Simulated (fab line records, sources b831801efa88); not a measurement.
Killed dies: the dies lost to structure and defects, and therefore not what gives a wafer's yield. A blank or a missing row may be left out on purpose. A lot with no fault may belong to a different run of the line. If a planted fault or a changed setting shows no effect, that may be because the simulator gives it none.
fab line records | flow sky130
record lots=11 | wafers=33 | lastDay=50
route steps=708 shown FIELD_ISO@18 PWDE@54 VT_ADJUST_LVTN@106 GATE_OXIDE@198
lots that met no fault: from a run of the same line without faults
startH: hours from the record's first day to the start of the lot's first wafer shown | waitH: time in hours since the lot's previous step | " unchanged from the row above | L1.1+2: a row that stands for several wafers | - either no value or no given start | * or withheld: withheld | < > ~ a bound
route shown NAME@n: NAME is a module with steps in the file, n the number in the route of the first one | usual: mean and standard deviation over wafers with no fault | same: alike in all rows | chamber/n: place in a boat | sites: per-site readings | _std_site: the standard deviation of these | _edge_site: mean of outer sites minus mean of inner sites | radiusMm: for every site, how far away it sits from the centre of the wafer | mask NAME#n: copy n | behind: the tool/chamber that last shaped the wafer | hold: why the lot was held/for how many hours/how that ended | device: the transistor (n, p or np) that didn't switch | end of line: tests of these same wafers at the route's end | a step with no rows: only its recipe | killed: at the first sort, the dies lost to defects and structure; wafer yield is something else | map: a wafer's dies, marking killed ones x, the rest . and places with no die _
set.NAME: the setting as run; set.NAME@STEP: as run at that earlier step | model.NAME: the simulator's own value behind a step, which no gauge read
a sample of lots followed through the steps of the route, with each step as a table and each wafer as a row
services: from which hour (startH, from the record's first day; less than 0 if before it) a tool's chamber was out of use, for how many hours, and why
## steps
# step SKY_FIELD_ISO_ETCH_17
# recipe targetDepthA=3420 | maskMaterial=Si3N4 | chemistry=HBr/Cl2/O2 | target=Si | taperDeg=5 | icpW=600 | biasW=150 | pressureMtorr=15 | HBr_flow_sccm=150 | Cl2_flow_sccm=40 | O2_flow_sccm=6 | timeS=101.3
# usual drypumpMotorCurrentA=5.8/0.33 | oesProductAu=1.000/0.018 | throttleValvePct=25.657/0.014
lot.wafer | tool     | chamber | startH | waitH | drypumpMotorCurrentA | oesProductAu | rfHoursCounterH | throttleValvePct
L389.2    | rieSi-01 | 3       | 44.74  | 0.1   | 6.1                  | 1.016        | 20              | 25.654
L389.3    | "        | 2       | "      | "     | 5.7                  | 0.991        | 35              | 25.677
L389.4    | "        | 0       | "      | "     | 5.4                  | 1.015        | 46              | 25.655
L391.4    | rieSi-02 | 2       | 45.09  | 0.0   | 6.1                  | 0.983        | 134             | 25.660
L391.5    | "        | 1       | "      | "     | 5.3                  | 1.034        | -               | 25.646
L391.6    | "        | 0       | "      | "     | 6.0                  | 1.008        | -               | 25.645
L392.3    | rieSi-02 | 2       | 45.95  | 0.0   | 6.1                  | 0.974        | 134             | 25.666
L392.5    | "        | 1       | "      | "     | 5.3                  | 1.023        | -               | 25.648
L392.6    | "        | 0       | "      | "     | 6.0                  | 1.002        | -               | 25.682
L394.1    | rieSi-01 | 1       | 55.79  | 0.1   | 6.1                  | 0.964        | 114             | 25.686
L394.3    | "        | 2       | "      | "     | 5.7                  | 0.994        | 36              | 25.637
L394.6    | "        | 0       | "      | "     | 5.3                  | 1.017        | -               | 25.670
L395.3    | rieSi-02 | 2       | 60.29  | 0.0   | 6.2                  | 0.974        | 134             | 25.657
L395.4    | "        | 1       | "      | "     | 5.3                  | 1.021        | 19              | 25.637
L395.6    | "        | 2       | "      | "     | 6.2                  | 0.981        | -               | 25.669
L397.1    | rieSi-02 | 2       | 72.64  | 0.1   | 6.2                  | 0.982        | 134             | 25.667
L397.4    | "        | 3       | "      | "     | 5.5                  | 1.001        | 67              | 25.660
L397.5    | "        | 0       | "      | "     | 6.0                  | 1.007        | -               | 25.655
L398.4    | rieSi-01 | 3       | 76.21  | 0.0   | 6.1                  | 1.005        | 20              | 25.654
L398.5    | "        | 1       | "      | "     | 6.0                  | 0.965        | -               | 25.667
L398.6    | "        | 2       | "      | "     | 5.7                  | 0.994        | -               | 25.669
L399.3    | rieSi-02 | 1       | 83.44  | 0.0   | 5.3                  | 1.007        | 19              | 25.646
L399.4    | "        | 2       | "      | "     | 6.1                  | 0.972        | 134             | 25.662
L399.5    | "        | 3       | "      | "     | 5.5                  | 0.999        | -               | 25.661
L400.2    | rieSi-01 | 1       | 87.20  | 0.1   | 6.1                  | 0.962        | 114             | 25.669
L400.4    | "        | 0       | "      | "     | 5.3                  | 1.005        | 46              | 25.653
L400.6    | "        | 3       | "      | "     | 6.1                  | 1.011        | -               | 25.638
L411.1    | rieSi-02 | 0       | 144.19 | 0.1   | 6.0                  | 1.015        | 105             | 25.640
L411.4    | "        | 3       | "      | "     | 5.5                  | 0.988        | 68              | 25.683
L411.5    | "        | 2       | "      | "     | 6.1                  | 0.984        | -               | 25.658
L412.1    | rieSi-01 | 3       | 151.80 | 0.1   | 6.1                  | 1.017        | 21              | 25.658
L412.2    | "        | 1       | "      | "     | 6.0                  | 0.970        | 115             | 25.675
L412.4    | "        | 2       | "      | "     | 5.7                  | 0.999        | 37              | 25.642
# step SKY_PWDE_STRIP_09
# recipe chemistry=O2/N2 | powerW=1400 | pressureMtorr=1500 | platenTempC=withheld | o2FlowSccm=3000 | n2FlowSccm=300 | overashFraction=0.5
# usual drypumpMotorCurrentA=5.9/0.46 | oesProductAu=0.723/0.0046 | stripTimeToEndpointS=37.22/0.091
lot.wafer | tool           | chamber | startH | waitH | drypumpMotorCurrentA | oesProductAu | rfHoursCounterH | stripTimeToEndpointS
L389.2    | plasmaAsher-01 | 0       | 84.56  | 0.1   | 6.6                  | 0.724        | 40              | 37.12
L389.3    | "              | 0       | "      | "     | 6.6                  | 0.735        | -               | 37.10
L389.4    | "              | 1       | "      | "     | 5.4                  | 0.727        | -               | 37.14
L391.4    | plasmaAsher-03 | 1       | 85.47  | 0.1   | 5.1                  | 0.727        | -               | 37.22
L391.5    | "              | 0       | "      | "     | 6.1                  | 0.725        | -               | 37.20
L391.6    | "              | 1       | "      | "     | 5.1                  | 0.729        | -               | 37.10
L392.3    | plasmaAsher-04 | 1       | 85.89  | 0.1   | 6.1                  | 0.723        | -               | 37.07
L392.5    | "              | 1       | "      | "     | 6.1                  | 0.724        | -               | 37.10
L392.6    | "              | 0       | "      | "     | 5.8                  | 0.721        | -               | 37.13
L394.1    | plasmaAsher-01 | 1       | 99.36  | 0.1   | 5.5                  | 0.714        | 42              | 37.21
L394.3    | "              | 0       | "      | "     | 6.6                  | 0.722        | -               | 37.23
L394.6    | "              | 1       | "      | "     | 5.5                  | 0.724        | -               | 37.19
L395.3    | plasmaAsher-04 | 0       | 104.65 | 0.1   | 5.8                  | 0.719        | -               | 37.20
L395.4    | "              | 1       | "      | "     | 6.1                  | 0.722        | -               | 37.27
L395.6    | "              | 0       | "      | "     | 5.8                  | 0.724        | -               | 37.22
L397.1    | plasmaAsher-03 | 0       | 115.71 | 0.1   | 6.1                  | 0.724        | 31              | 37.14
L397.4    | "              | 0       | "      | "     | 6.1                  | 0.716        | -               | 37.18
L397.5    | "              | 1       | "      | "     | 5.1                  | 0.722        | -               | 37.11
L398.4    | plasmaAsher-01 | 0       | 118.32 | 0.1   | 6.6                  | 0.721        | -               | 37.17
L398.5    | "              | 0       | "      | "     | 6.6                  | 0.724        | -               | 37.39
L398.6    | "              | 1       | "      | "     | 5.4                  | 0.724        | -               | 37.30
L399.3    | plasmaAsher-04 | 1       | 125.94 | 0.1   | 6.1                  | 0.723        | -               | 37.38
L399.4    | "              | 0       | "      | "     | 5.8                  | 0.721        | -               | 37.44
L399.5    | "              | 1       | "      | "     | 6.1                  | 0.726        | -               | 37.36
L400.2    | plasmaAsher-01 | 1       | 129.68 | 0.2   | 5.5                  | 0.727        | 1               | 37.29
L400.4    | "              | 1       | "      | "     | 5.5                  | 0.727        | -               | 37.33
L400.6    | "              | 1       | "      | "     | 5.5                  | 0.729        | -               | 37.32
L411.1    | plasmaAsher-04 | 0       | 190.51 | 0.1   | 5.8                  | 0.722        | 51              | 37.21
L411.4    | "              | 1       | "      | "     | 6.1                  | 0.723        | -               | 37.16
L411.5    | "              | 0       | "      | "     | 5.8                  | 0.724        | -               | 37.17
L412.1    | plasmaAsher-04 | 0       | 205.15 | 0.1   | 5.8                  | 0.727        | 52              | 37.08
L412.2    | "              | 1       | "      | "     | 6.1                  | 0.723        | 52              | 37.27
L412.4    | "              | 1       | "      | "     | 6.1                  | 0.723        | -               | 37.10
# step SKY_VT_ADJUST_LVTN_STRIP_09
# recipe chemistry=O2/N2 | powerW=1400 | pressureMtorr=1500 | platenTempC=withheld | o2FlowSccm=3000 | n2FlowSccm=300 | overashFraction=0.5
# usual drypumpMotorCurrentA=5.7/0.57 | oesProductAu=0.723/0.0041 | stripTimeToEndpointS=36.49/0.098
lot.wafer | tool           | chamber | startH | waitH | drypumpMotorCurrentA | oesProductAu | rfHoursCounterH | stripTimeToEndpointS
L389.2    | plasmaAsher-01 | 0       | 159.43 | 0.1   | 6.6                  | 0.714        | 4               | 36.64
L389.3    | "              | 0       | "      | "     | 6.7                  | 0.723        | -               | 36.46
L389.4    | "              | 1       | "      | "     | 5.5                  | 0.726        | -               | 36.52
L391.4    | plasmaAsher-02 | 1       | 160.95 | 0.1   | 5.6                  | 0.724        | -               | 36.51
L391.5    | "              | 1       | "      | "     | 5.6                  | 0.729        | -               | 36.49
L391.6    | "              | 0       | "      | "     | 4.9                  | 0.726        | -               | 36.55
L392.3    | plasmaAsher-01 | 0       | 162.55 | 0.1   | 6.6                  | 0.724        | -               | 36.39
L392.5    | "              | 0       | "      | "     | 6.6                  | 0.720        | -               | 36.39
L392.6    | "              | 1       | "      | "     | 5.5                  | 0.715        | -               | 36.37
L394.1    | plasmaAsher-02 | 0       | 176.65 | 0.1   | 4.9                  | 0.720        | 48              | 36.43
L394.3    | "              | 1       | "      | "     | 5.5                  | 0.719        | -               | 36.37
L394.6    | "              | 0       | "      | "     | 4.9                  | 0.722        | -               | 36.35
L395.3    | plasmaAsher-01 | 1       | 184.27 | 0.1   | 5.5                  | 0.720        | -               | 36.46
L395.4    | "              | 0       | "      | "     | 6.6                  | 0.720        | -               | 36.60
L395.6    | "              | 1       | "      | "     | 5.4                  | 0.715        | -               | 36.54
L397.1    | plasmaAsher-01 | 1       | 197.26 | 0.1   | 5.5                  | 0.725        | 8               | 36.59
L397.4    | "              | 0       | "      | "     | 6.6                  | 0.720        | -               | 36.39
L397.5    | "              | 1       | "      | "     | 5.5                  | 0.728        | -               | 36.44
L398.4    | plasmaAsher-02 | 0       | 198.30 | 0.1   | 4.9                  | 0.721        | -               | 36.50
L398.5    | "              | 0       | "      | "     | 4.9                  | 0.720        | -               | 36.53
L398.6    | "              | 1       | "      | "     | 5.6                  | 0.716        | -               | 36.49
L399.3    | plasmaAsher-01 | 0       | 208.55 | 0.1   | 6.6                  | 0.722        | -               | 36.65
L399.4    | "              | 1       | "      | "     | 5.5                  | 0.721        | -               | 36.60
L399.5    | "              | 1       | "      | "     | 5.5                  | 0.722        | -               | 36.67
L400.2    | plasmaAsher-01 | 1       | 211.71 | 0.1   | 5.5                  | 0.727        | 9               | 36.38
L400.4    | "              | 0       | "      | "     | 6.6                  | 0.724        | -               | 36.50
L400.6    | "              | 1       | "      | "     | 5.5                  | 0.725        | -               | 36.51
L411.1    | plasmaAsher-02 | 1       | 281.48 | 0.1   | 5.6                  | 0.723        | 58              | 36.56
L411.4    | "              | 0       | "      | "     | 4.9                  | 0.715        | -               | 36.47
L411.5    | "              | 0       | "      | "     | 4.9                  | 0.726        | -               | 36.56
L412.1    | plasmaAsher-04 | 1       | 299.23 | 0.1   | 6.1                  | 0.723        | 61              | 36.40
L412.2    | "              | 0       | "      | "     | 5.8                  | 0.719        | 61              | 36.50
L412.4    | "              | 1       | "      | "     | 6.1                  | 0.726        | -               | 36.41
# step SKY_GATE_OXIDE_IMPLANT_11
# recipe species=B | energyKev=10 | doseCm2=2.6e+12 | tiltDeg=withheld
# usual beamOnS=10.03/0.18 | doseIonsCm2=2.5997e+12/2.8e+09 | faradayCurrentUA=14.63/0.27
lot.wafer | tool         | chamber | startH | waitH | beamOnS | doseIonsCm2 | faradayCurrentUA
L391.4    | implanter-01 | 0       | 328.69 | 0.1   | 10.07   | 2.601e+12   | 14.63
L391.5    | "            | 0       | "      | "     | 10.23   | 2.6037e+12  | 14.29
L391.6    | "            | 0       | "      | "     | 9.94    | 2.603e+12   | 14.74
L389.2    | implanter-01 | 0       | 331.89 | 0.0   | 9.63    | 2.5978e+12  | 15.21
L389.3    | "            | 0       | "      | "     | 10.28   | 2.5948e+12  | 14.22
L389.4    | "            | 0       | "      | "     | 10.16   | 2.5945e+12  | 14.50
L392.3    | implanter-04 | 0       | 332.71 | 0.1   | 10.03   | 2.5966e+12  | 14.57
L392.5    | "            | 0       | "      | "     | 10.00   | 2.5984e+12  | 14.70
L392.6    | "            | 0       | "      | "     | 10.08   | 2.5964e+12  | 14.58
L394.1    | implanter-03 | 0       | 350.81 | 0.0   | 9.79    | 2.592e+12   | 15.07
L394.3    | "            | 0       | "      | "     | 9.93    | 2.5954e+12  | 14.69
L394.6    | "            | 0       | "      | "     | 10.02   | 2.5946e+12  | 14.65
L395.3    | implanter-04 | 0       | 358.05 | 0.1   | 10.12   | 2.6031e+12  | 14.47
L395.4    | "            | 0       | "      | "     | 9.95    | 2.6044e+12  | 14.72
L395.6    | "            | 0       | "      | "     | 10.12   | 2.604e+12   | 14.54
L397.1    | implanter-04 | 0       | 379.65 | 0.0   | 10.20   | 2.6e+12     | 14.29
L397.4    | "            | 0       | "      | "     | 10.28   | 2.5995e+12  | 14.24
L397.5    | "            | 0       | "      | "     | 9.64    | 2.6001e+12  | 15.16
L398.4    | implanter-04 | 0       | 383.47 | 0.1   | 9.76    | 2.0595e+12  | 11.85
L398.5    | "            | 0       | "      | "     | 10.40   | 2.056e+12   | 11.19
L398.6    | "            | 0       | "      | "     | 10.01   | 2.0637e+12  | 11.60
L399.3    | implanter-01 | 0       | 397.01 | 0.1   | 9.79    | 2.5981e+12  | 14.96
L399.4    | "            | 0       | "      | "     | 9.50    | 2.5976e+12  | 15.39
L399.5    | "            | 0       | "      | "     | 10.21   | 2.5969e+12  | 14.44
L400.2    | implanter-04 | 0       | 397.43 | 0.0   | 10.00   | 2.0598e+12  | 11.61
L400.4    | "            | 0       | "      | "     | 10.18   | 2.0598e+12  | 11.44
L400.6    | "            | 0       | "      | "     | 9.92    | 2.0622e+12  | 11.70
L411.1    | implanter-01 | 0       | 486.75 | 0.0   | 9.92    | 2.5957e+12  | 14.81
L411.4    | "            | 0       | "      | "     | 10.18   | 2.6009e+12  | 14.49
L411.5    | "            | 0       | "      | "     | 9.90    | 2.5971e+12  | 14.77
L412.1    | implanter-01 | 0       | 507.96 | 0.0   | 10.12   | 2.5936e+12  | 14.52
L412.2    | "            | 0       | "      | "     | 10.06   | 2.5979e+12  | 14.57
L412.4    | "            | 0       | "      | "     | 9.55    | 2.5966e+12  | 15.33
# step SKY_GATE_OXIDE_TW_MEAS_14
# usual GATE_OXIDE_TW=224.4/2.2
lot.wafer | tool         | chamber | startH | waitH | GATE_OXIDE_TW
L391.4    | filmMetro-04 | -       | 329.00 | 0.1   | 222.9
L391.5    | "            | -       | "      | "     | 223.3
L391.6    | "            | -       | "      | "     | 222.5
L389.2    | filmMetro-04 | -       | 332.24 | 0.1   | 223.8
L389.3    | "            | -       | "      | "     | 221.7
L389.4    | "            | -       | "      | "     | 222.6
L392.3    | filmMetro-01 | -       | 333.03 | 0.1   | 225.2
L392.5    | "            | -       | "      | "     | 225.8
L392.6    | "            | -       | "      | "     | 224.5
L394.1    | filmMetro-03 | -       | 351.27 | 0.1   | 226.6
L394.3    | "            | -       | "      | "     | 226.4
L394.6    | "            | -       | "      | "     | 226.7
L395.3    | filmMetro-03 | -       | 358.47 | 0.1   | 227.0
L395.4    | "            | -       | "      | "     | 226.5
L395.6    | "            | -       | "      | "     | 225.3
L397.1    | filmMetro-03 | -       | 380.00 | 0.1   | 225.2
L397.4    | "            | -       | "      | "     | 225.3
L397.5    | "            | -       | "      | "     | 225.9
L398.4    | filmMetro-04 | -       | 383.78 | 0.1   | 210.5
L398.5    | "            | -       | "      | "     | 208.7
L398.6    | "            | -       | "      | "     | 209.5
L399.3    | filmMetro-03 | -       | 397.34 | 0.1   | 225.9
L399.4    | "            | -       | "      | "     | 225.0
L399.5    | "            | -       | "      | "     | 225.6
L400.2    | filmMetro-04 | -       | 397.77 | 0.1   | 209.4
L400.4    | "            | -       | "      | "     | 209.4
L400.6    | "            | -       | "      | "     | 209.0
L411.1    | filmMetro-01 | -       | 487.11 | 0.1   | 226.6
L411.4    | "            | -       | "      | "     | 228.0
L411.5    | "            | -       | "      | "     | 227.4
L412.1    | filmMetro-04 | -       | 508.34 | 0.1   | 218.7
L412.2    | "            | -       | "      | "     | 219.8
L412.4    | "            | -       | "      | "     | 220.0
## services
tool           | chamber | startH | hours | kind
rieSi-02       | 1       | 22.53  | 4.5   | repair
plasmaAsher-04 | -       | 65.20  | 2.8   | pm
rieSi-02       | -       | 87.53  | 2.8   | pm
implanter-04   | -       | 90.81  | 1.3   | repair
implanter-01   | -       | 99.52  | 3.9   | pm
plasmaAsher-01 | -       | 108.75 | 9.0   | pm
rieSi-02       | 0       | 110.25 | 8.1   | repair
implanter-01   | -       | 144.40 | 16.4  | pm
implanter-04   | -       | 147.87 | 6.7   | pm
rieSi-02       | -       | 199.24 | 0.3   | repair
implanter-04   | -       | 244.68 | 2.1   | repair
rieSi-02       | 3       | 273.23 | 1.9   | repair
implanter-01   | -       | 281.50 | 6.5   | pm
implanter-01   | -       | 318.72 | 9.6   | pm
plasmaAsher-04 | -       | 321.85 | 14.6  | pm
implanter-04   | -       | 337.18 | 1.8   | repair
implanter-01   | -       | 346.42 | 2.4   | pm
rieSi-02       | -       | 374.37 | 0.4   | repair
implanter-04   | -       | 400.98 | 2.5   | pm
plasmaAsher-01 | -       | 404.60 | 1.0   | repair
implanter-01   | -       | 451.33 | 4.0   | repair
rieSi-01       | -       | 452.92 | 28.1  | pm
rieSi-01       | 1       | 494.41 | 10.2  | repair
implanter-04   | -       | 499.26 | 9.0   | pm
## key
firstSign step=SKY_GATE_OXIDE_IMPLANT_11 | reading=doseIonsCm2 | direction=down | sigmas=99+ | usual=* | struck=*
effect step=SKY_GATE_OXIDE_IMPLANT_11 | reading=faradayCurrentUA | direction=down | sigmas=12 | usual=14.63 | struck=11.56
effect step=SKY_GATE_OXIDE_TW_MEAS_14 | reading=GATE_OXIDE_TW | direction=down | sigmas=6.8 | usual=224.4 | struck=209.4
metAt SKY_GATE_OXIDE_IMPLANT_11
struckLots L398,L400
testerLeftOut L398,L400
notActingAt SKY_FIELD_ISO_ETCH_17,SKY_PWDE_STRIP_09,SKY_VT_ADJUST_LVTN_STRIP_09
onsetBetween 379.65 383.47
fault kind=processParameterDrift | tool=implanter-04 | chamber=- | onsetH=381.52 | steps=SKY_GATE_OXIDE_IMPLANT_11 | channel=doseCm2 | offset=* | shape=step | endH=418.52 | actsIn=* | stated=*
# testerLeftOut: of these lots the tester's yield and bins aren't shown, on N5 and GAA mostly nor the transistor test; their killed dies are dies lost to structure and defects alone, not to doping, threshold or leakage, so they don't give the yield
